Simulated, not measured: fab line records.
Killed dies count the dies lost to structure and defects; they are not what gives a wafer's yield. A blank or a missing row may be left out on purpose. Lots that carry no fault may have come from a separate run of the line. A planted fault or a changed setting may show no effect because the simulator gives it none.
Which of the tools did it? / flow sky130 / 21 wafers sampled from 7 lots at 1 step of a route of 708

== WHAT THE GAUGES SHOWED, per wafer ==
SKY_VT_ADJUST_PCH_OVL_MEAS_07.
lot=L132; measured=day 10 16:45; on=overlay-02; VT_ADJUST_PCH_OVL (nm)=-0.4 -1.2 1.2
lot=L138; measured=day 12 12:31; on=overlay-01; VT_ADJUST_PCH_OVL (nm)=1.0 -1.4 0.3
lot=L143; measured=day 13 23:43; on=overlay-02; VT_ADJUST_PCH_OVL (nm)=-1.0 0.1 -0.6
lot=L147; measured=day 15 12:55; on=overlay-01; VT_ADJUST_PCH_OVL (nm)=0.2 -1.1 -1.2
lot=L149; measured=day 16 04:36; on=overlay-02; VT_ADJUST_PCH_OVL (nm)=1.6 0.3 -1.9
lot=L151; measured=day 16 15:40; on=overlay-02; VT_ADJUST_PCH_OVL (nm)=-0.3 -1.8 -1.8
lot=L153; measured=day 17 10:24; on=overlay-02; VT_ADJUST_PCH_OVL (nm)=0.5 0.7 -0.4

== TOOL THAT RAN EACH LOT (tool first, then ch and the chambers of the sampled wafers, then the start) ==
Record: no process step prior to these readings.

== THE ANSWER, worked out from the rows above alone ==
Rule: the usual values come from the lots themselves. The widest of any qualifying gaps counts: lots, ordered by their means at a reading, are off when they make up no more than a third of the lots, leave a main group of 4 or more, and stand apart from it by 3 or more times the standard deviation of that group's means. If all means in a main group match to the digits the tables above print for the reading, that group is not used. A lot without any number at a reading at which 4 lots or more have one is off too. Where the step has rows for the other lots, those lots are counted as sound.
No lot is off at any reading shown: from this, nothing can be told.

== WHAT THE SIMULATOR PUT IN ==
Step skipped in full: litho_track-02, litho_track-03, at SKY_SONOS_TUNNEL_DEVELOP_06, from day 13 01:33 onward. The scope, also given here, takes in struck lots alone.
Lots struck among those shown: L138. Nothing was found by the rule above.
